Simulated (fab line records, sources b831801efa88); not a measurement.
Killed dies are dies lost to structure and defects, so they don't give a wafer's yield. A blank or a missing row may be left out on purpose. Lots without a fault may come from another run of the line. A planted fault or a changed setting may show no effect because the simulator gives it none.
fab line records | flow sky130
record lots=6 wafers=18 last_day=49
route steps=708 shown CONTACT@407 PAD_OPEN@708
lots that met no fault: from a run of the same line without faults
start_h: hours from the record's first day to the start of the lot's first wafer shown | wait_h: hours since the lot's step before | " the same as in the row above | L1.1+2: a row that stands for several wafers | - no value, or no start given | * or withheld: withheld | < > ~ a bound
route shown NAME@n: a module of which the file shows steps, and the number in the route of the first | usual: mean/standard deviation of fault-free wafers | same: alike in all rows | chamber/n: place in a boat | sites: the reading at each site | _std_site: their standard deviation | _edge_site: outer sites' mean less inner sites' | radius_mm: how far each site lies from the wafer's centre | mask NAME#n: copy n | behind: the tool/chamber that last shaped the wafer | hold: why the lot was held/for how many hours/how that ended | device: the transistor (n, p or np) that didn't switch | end of line: the same wafers' tests at the end of the route | a step without rows: its recipe alone | killed: dies lost to structure and defects at the first sort, not the wafer's yield | map: a wafer's dies, x killed, . not, _ none there
set.NAME: the setting as run; set.NAME@STEP: as run at that earlier step | model.NAME: the simulator's own value behind a step, which no gauge read
lots at some steps of the route; a table a step, a row a wafer
services: from which hour (start_h, from the record's first day; less than 0 if before it) a tool's chamber was out of use, for how many hours, and why
## steps
# step SKY_CONTACT_THK_MEAS_01
# recipe reads=Si3N4_of_CONTACT_CVD_00
# usual CONTACT_CVD_00_THK=74.3/1.1
# columns lot.wafer tool chamber start_h wait_h CONTACT_CVD_00_THK[nm]
L202.1 film_metro-04 - 751.80 - 73.8
L202.5 " - " " 74.3
L202.6 " - " " 74.2
L203.4 film_metro-04 - 755.90 - 75.7
L203.5 " - " " 73.2
L203.6 " - " " 74.9
L208.1 film_metro-04 - 796.29 - 73.3
L208.2 " - " " 72.9
L208.3 " - " " 74.1
L210.2 film_metro-01 - 799.83 - 73.4
L210.4 " - " " 74.8
L210.5 " - " " 74.1
L216.3 film_metro-01 - 851.40 - 73.8
L216.4 " - " " 74.8
L216.5 " - " " 73.8
L217.1 film_metro-01 - 852.15 - 76.0
L217.2 " - " " 74.2
L217.5 " - " " 75.2
# step SKY_CONTACT_HDPCVD_02
# recipe material=SiO2 target_thk_nm=565 sigma_open_frac=0.3 time_s=94.2 temp_c=600 sih4_flow_sccm=60 pressure_mtorr=6
# step SKY_CONTACT_THK_MEAS_03
# recipe reads=SiO2_of_CONTACT_HDPCVD_02
# usual CONTACT_HDPCVD_THK=568/6
# columns lot.wafer tool chamber start_h wait_h CONTACT_HDPCVD_THK[nm]
L202.1 film_metro-03 - 751.93 0.0 563
L202.5 " - " " 573
L202.6 " - " " 559
L203.4 film_metro-01 - 756.03 0.0 569
L203.5 " - " " 566
L203.6 " - " " 569
L208.1 film_metro-01 - 796.42 0.0 569
L208.2 " - " " 572
L208.3 " - " " 577
L210.2 film_metro-03 - 799.96 0.0 578
L210.4 " - " " 573
L210.5 " - " " 577
L216.3 film_metro-04 - 851.53 0.1 567
L216.4 " - " " 570
L216.5 " - " " 572
L217.1 film_metro-03 - 852.28 0.0 558
L217.2 " - " " 568
L217.5 " - " " 573
# step SKY_CONTACT_CMP_04
# recipe material=SiO2 down_force_psi=4 platen_rpm=60 pad_velocity_m_s=0.94248
# usual motor_current_A=12.2/1.1 time_to_endpoint_s=86/4.1
# columns lot.wafer tool chamber start_h wait_h motor_current_A time_to_endpoint_s
L202.1 cmp-02 1 752.04 0.1 12.5 86
L202.6 " 0 " " 11.4 82
L202.5 " 1 " " 11.6 86
L203.4 cmp-02 0 756.21 0.2 11.1 83
L203.5 " 1 " " 12.2 88
L203.6 " 2 " " 11.3 87
L208.3 cmp-02 0 796.48 0.0 10.7 86
L208.2 " 1 " " 12.1 91
L208.1 " 2 " " 11.0 88
L210.4 cmp-02 0 800.06 0.1 10.7 83
L210.2 " 2 " " 11.1 90
L210.5 " 3 " " 12.9 86
L216.3 cmp-01 2 851.57 0.0 14.1 86
L216.4 " 0 " " 11.4 95
L216.5 " 3 " " 10.9 87
L217.2 cmp-01 2 852.39 0.1 14.1 86
L217.1 " 3 " " 11.4 82
L217.5 " 2 " " 13.6 87
# step SKY_CONTACT_BOW_MEAS_05
# recipe mode=bow
# usual CONTACT_BOW=80/7.1
# columns lot.wafer tool chamber start_h wait_h CONTACT_BOW[um]
L202.1 film_metro-01 - 752.29 0.2 84
L202.5 " - " " 77
L202.6 " - " " 66
L203.4 film_metro-03 - 756.42 0.2 87
L203.5 " - " " 84
L203.6 " - " " 79
L208.1 film_metro-04 - 796.78 0.1 93
L208.2 " - " " 84
L208.3 " - " " 79
L210.2 film_metro-01 - 800.33 0.1 86
L210.4 " - " " 76
L210.5 " - " " 64
L216.3 film_metro-03 - 851.91 0.3 72
L216.4 " - " " 74
L216.5 " - " " 82
L217.1 film_metro-04 - 852.64 0.1 80
L217.2 " - " " 84
L217.5 " - " " 76
# step SKY_CONTACT_DEHYDRATE_06
# recipe temp_c=200 time_s=60
# step SKY_CONTACT_HMDS_07
# recipe prime_time_s=60 prime_temp_c=120
# step SKY_CONTACT_COAT_08
# recipe resist=BARC temp_c=withheld time_s=withheld spin_rpm=3000 resist_thk_nm=60
# step SKY_CONTACT_COAT_09
# recipe resist=KrF-thick spin_rpm=3000 resist_thk_nm=450
# step SKY_CONTACT_SOFTBAKE_10
# recipe temp_c=100 time_s=90 resist=KrF-thick
# step SKY_CONTACT_EXPOSE_11
# recipe mask_id=CTM1 na=0.8 source_shape=annular sigma_inner=0.55 sigma_outer=0.85 target_cd_nm=170 dose_mj=38
# step SKY_CONTACT_PEB_12
# recipe peb_temp_c=withheld peb_time_s=withheld resist=KrF-thick
# step SKY_CONTACT_DEVELOP_13
# recipe develop_time_s=60 resist=KrF-thick dev_temp_c=21
# usual developer_temp_C=20.98/0.11
# columns lot.wafer tool chamber start_h wait_h developer_temp_C
L202.1 litho_track-01 0 778 - 20.98
L202.5 " 0 779 - 20.97
L202.6 " 0 " " 20.92
L203.4 litho_track-04 0 782 - 20.97
L203.5 " 0 " " 21.12
L203.6 " 0 " " 21.16
L208.1 litho_track-01 0 820 - 21.67
L208.2 " 0 " " 21.67
L208.3 " 0 " " 21.42
L210.2 litho_track-01 0 823 - 21.64
L210.4 " 0 " " 21.54
L210.5 " 0 " " 21.70
L216.3 litho_track-03 0 878 - 20.99
L216.4 " 0 " " 20.91
L216.5 " 0 " " 20.80
L217.1 litho_track-03 0 878 - 20.99
L217.2 " 0 " " 20.85
L217.5 " 0 " " 20.84
# step SKY_CONTACT_CD_MEAS_14
# recipe target_cd_nm=170
# usual cd_nm=169.9/1.5
# columns lot.wafer tool chamber start_h wait_h cd_nm
L202.1 cd_sem-01 - 779.14 - 170.7
L202.5 " - " " 168.5
L202.6 " - " " 168.7
L203.4 cd_sem-01 - 782.30 - 171.1
L203.5 " - " " 171.0
L203.6 " - " " 169.7
L208.1 cd_sem-02 - 820.19 - 169.0
L208.2 " - " " 169.4
L208.3 " - " " 169.7
L210.2 cd_sem-01 - 823.26 - 171.0
L210.4 " - " " 170.1
L210.5 " - " " 170.9
L216.3 cd_sem-02 - 878.43 - 169.6
L216.4 " - " " 169.8
L216.5 " - " " 169.9
L217.1 cd_sem-02 - 878.74 - 173.9
L217.2 " - " " 172.8
L217.5 " - " " 173.3
# step SKY_PAD_OPEN_PROBE_99
# usual killed_at_M0_to_M3=44/6.5 killed_at_M4_up=3.3/1.9 killed_at_contacts=23/4.7 killed_at_front_end=15/4.5 killed_at_other=0.2/0.52 killed_dies=86/8.9 killed_on_rim=17/3.7 killed_open=47/6.8 killed_short=39/6.1
# same gross_dies=492 killed_at_back_side=0
# columns lot.wafer tool chamber start_h wait_h killed_at_M0_to_M3 killed_at_M4_up killed_at_contacts killed_at_front_end killed_at_other killed_dies killed_on_rim killed_open killed_short
L203.4 prober-02 - 1106.71 0.2 51 10 15 24 0 100 17 51 49
L203.5 prober-02 - 1106.76 0.2 42 2 16 16 0 76 19 39 37
L203.6 prober-02 - 1106.81 0.2 50 1 27 15 0 93 27 53 40
L202.1 prober-01 - 1106.91 0.1 50 3 25 20 1 99 18 58 41
L202.5 prober-01 - 1107.11 0.2 53 2 19 14 0 88 18 43 45
L202.6 prober-01 - 1107.16 0.2 45 2 30 18 1 96 20 51 45
L208.1 prober-02 - 1136.31 0.1 40 2 20 16 0 78 18 42 36
L208.2 prober-02 - 1136.36 0.1 45 4 20 15 2 86 21 47 39
L208.3 prober-02 - 1136.41 0.2 34 3 30 22 0 89 15 53 36
L210.2 prober-02 - 1139.19 0.1 58 4 27 21 0 110 20 63 47
L210.4 prober-02 - 1139.29 0.2 58 1 23 7 0 89 17 49 40
L210.5 prober-02 - 1139.34 0.2 55 0 27 16 0 98 26 57 41
L217.1 prober-02 - 1180.46 0.1 39 5 28 9 0 81 14 44 37
L217.2 prober-02 - 1180.51 0.1 43 4 28 15 0 90 15 52 38
L217.5 prober-02 - 1180.66 0.2 45 5 24 13 0 87 16 44 43
L216.3 prober-01 - 1180.47 0.2 33 0 15 24 0 72 16 42 30
L216.4 prober-01 - 1180.52 0.2 30 4 19 17 0 70 12 38 32
L216.5 prober-01 - 1180.57 0.2 51 1 21 17 2 92 16 49 43
# killed by level:class
L203.4 VIA1:geometric_particle:open=11 VIA3:geometric_particle:open=10 METAL4:geometric_particle:short=8 FIELD_ISO:geometric_particle:open=8 METAL2:geometric_particle:short=8 CONTACT:geometric_particle:short=6 VIA1:geometric_particle:short=6 POLY_GATE:geometric_particle:open=5
L203.5 VIA1:geometric_particle:open=14 VIA3:geometric_particle:open=7 FIELD_ISO:geometric_particle:short=6 CONTACT:geometric_particle:open=6 METAL2:geometric_particle:short=5 LOCAL_INTERCONNECT:geometric_particle:short=5 CONTACT:geometric_particle:short=5 VIA2:geometric_particle:open=5
L203.6 CONTACT:geometric_particle:open=13 VIA1:geometric_particle:open=10 VIA1:geometric_particle:short=9 CONTACT:geometric_particle:short=6 VIA3:geometric_particle:open=6 METAL2:geometric_particle:short=6 POLY_GATE:geometric_particle:short=5 FIELD_ISO:geometric_particle:open=4
L202.1 CONTACT:geometric_particle:open=13 VIA1:geometric_particle:open=13 FIELD_ISO:geometric_particle:open=7 METAL2:geometric_particle:short=7 VIA3:geometric_particle:open=7 FIELD_ISO:geometric_particle:short=5 LI_CONTACT:geometric_particle:open=5 VIA2:geometric_particle:open=5
L202.5 VIA1:geometric_particle:open=11 CONTACT:geometric_particle:open=8 METAL1:geometric_particle:short=7 VIA2:geometric_particle:open=7 VIA3:geometric_particle:open=6 VIA3:geometric_particle:short=5 FIELD_ISO:geometric_particle:short=4 VIA2:geometric_particle:short=4
L202.6 CONTACT:geometric_particle:open=11 VIA1:geometric_particle:open=10 CONTACT:geometric_particle:short=7 VIA3:geometric_particle:open=7 METAL2:geometric_particle:short=6 FIELD_ISO:geometric_particle:short=5 LI_CONTACT:geometric_particle:open=5 POLY_GATE:geometric_particle:short=4
L208.1 FIELD_ISO:geometric_particle:open=9 VIA1:geometric_particle:open=9 CONTACT:geometric_particle:open=6 METAL1:geometric_particle:short=6 LOCAL_INTERCONNECT:geometric_particle:short=5 VIA1:geometric_particle:short=5 LI_CONTACT:geometric_particle:open=4 VIA2:geometric_particle:open=4
L208.2 VIA1:geometric_particle:open=11 VIA3:geometric_particle:open=10 CONTACT:geometric_particle:short=6 CONTACT:geometric_particle:open=6 FIELD_ISO:geometric_particle:short=5 LI_CONTACT:geometric_particle:open=5 METAL1:geometric_particle:short=5 VIA2:geometric_particle:open=4
L208.3 VIA1:geometric_particle:open=12 LI_CONTACT:geometric_particle:open=11 CONTACT:geometric_particle:open=9 SPACER:geometric_particle:open=5 LOCAL_INTERCONNECT:geometric_particle:short=5 FIELD_ISO:geometric_particle:short=4 POLY_GATE:geometric_particle:short=4 POLY_GATE:geometric_particle:open=4
L210.2 VIA2:geometric_particle:open=12 VIA1:geometric_particle:open=11 VIA3:geometric_particle:open=9 CONTACT:geometric_particle:open=8 LI_CONTACT:geometric_particle:open=7 POLY_GATE:geometric_particle:open=6 CONTACT:geometric_particle:short=6 METAL1:geometric_particle:short=6
L210.4 VIA2:geometric_particle:open=12 VIA1:geometric_particle:open=11 CONTACT:geometric_particle:open=9 METAL2:geometric_particle:short=9 VIA3:geometric_particle:open=6 VIA3:geometric_particle:short=6 LI_CONTACT:geometric_particle:open=5 METAL1:geometric_particle:short=4
L210.5 VIA1:geometric_particle:open=15 LI_CONTACT:geometric_particle:open=12 METAL2:geometric_particle:short=9 VIA2:geometric_particle:open=9 VIA3:geometric_particle:open=7 CONTACT:geometric_particle:short=6 FIELD_ISO:geometric_particle:short=5 METAL1:geometric_particle:short=5
L217.1 CONTACT:geometric_particle:open=10 VIA3:geometric_particle:open=9 CONTACT:geometric_particle:short=9 VIA1:geometric_particle:short=7 VIA1:geometric_particle:open=5 POLY_GATE:geometric_particle:open=4 LI_CONTACT:geometric_particle:open=4 VIA2:geometric_particle:open=4
L216.3 VIA1:geometric_particle:open=10 FIELD_ISO:geometric_particle:open=7 FIELD_ISO:geometric_particle:short=6 VIA1:geometric_particle:short=5 LI_CONTACT:geometric_particle:open=5 CONTACT:geometric_particle:open=5 POLY_GATE:geometric_particle:short=4 POLY_GATE:geometric_particle:open=4
L217.2 VIA1:geometric_particle:open=12 LI_CONTACT:geometric_particle:open=11 CONTACT:geometric_particle:open=7 VIA2:geometric_particle:open=7 VIA1:geometric_particle:short=6 LOCAL_INTERCONNECT:geometric_particle:short=5 VIA3:geometric_particle:open=5 POLY_GATE:geometric_particle:short=4
L216.4 CONTACT:geometric_particle:open=10 VIA1:geometric_particle:open=6 FIELD_ISO:geometric_particle:open=4 METAL1:geometric_particle:short=4 VIA1:geometric_particle:short=4 VIA3:geometric_particle:open=4 FIELD_ISO:geometric_particle:short=3 POLY_GATE:geometric_particle:open=3
L216.5 VIA1:geometric_particle:open=14 METAL2:geometric_particle:short=8 CONTACT:geometric_particle:open=7 VIA3:geometric_particle:open=6 VIA1:geometric_particle:short=5 LOCAL_INTERCONNECT:geometric_particle:short=5 FIELD_ISO:geometric_particle:open=4 FIELD_ISO:geometric_particle:short=4
L217.5 VIA1:geometric_particle:open=10 CONTACT:geometric_particle:open=8 VIA3:geometric_particle:open=6 LOCAL_INTERCONNECT:geometric_particle:short=5 METAL3:geometric_particle:short=5 VIA1:geometric_particle:short=5 METAL2:geometric_particle:short=5 METAL4:geometric_particle:short=4
## services
# columns tool chamber start_h hours kind
cmp-01 - 744.03 4.0 pm
cmp-01 - 748.03 - consumable_replace:conditioner
cmp-01 - 748.03 - consumable_replace:pad
cmp-01 - 773.75 3.8 repair
cmp-01 - 781.43 2.1 repair
cmp-01 - 782.40 1.8 repair
cmp-02 - 789.24 4.1 repair
cmp-02 - 817.69 2.8 repair
cmp-02 - 826.24 1.8 repair
cmp-01 - 863.44 1.2 repair
## key
first_sign step=SKY_CONTACT_DEVELOP_13 reading=developer_temp_C direction=up sigmas=5.9 usual=* struck=*
effect none on later readings
met_at SKY_CONTACT_DEVELOP_13
struck_wafers L208.1,L208.2,L208.3,L210.2,L210.4,L210.5
tester_left_out L208,L210
onset_between 778 820
fault kind=process_parameter_drift tool=litho_track-01 chamber=- onset_h=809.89 steps=SKY_CONTACT_DEVELOP_13 channel=dev_temp_c offset=* shape=step end_h=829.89 acts_in=* stated=*
# tester_left_out: of these lots the tester's yield and bins aren't shown, on N5 and GAA mostly nor the transistor test; their killed dies are dies lost to structure and defects alone, not to doping, threshold or leakage, so they don't give the yield
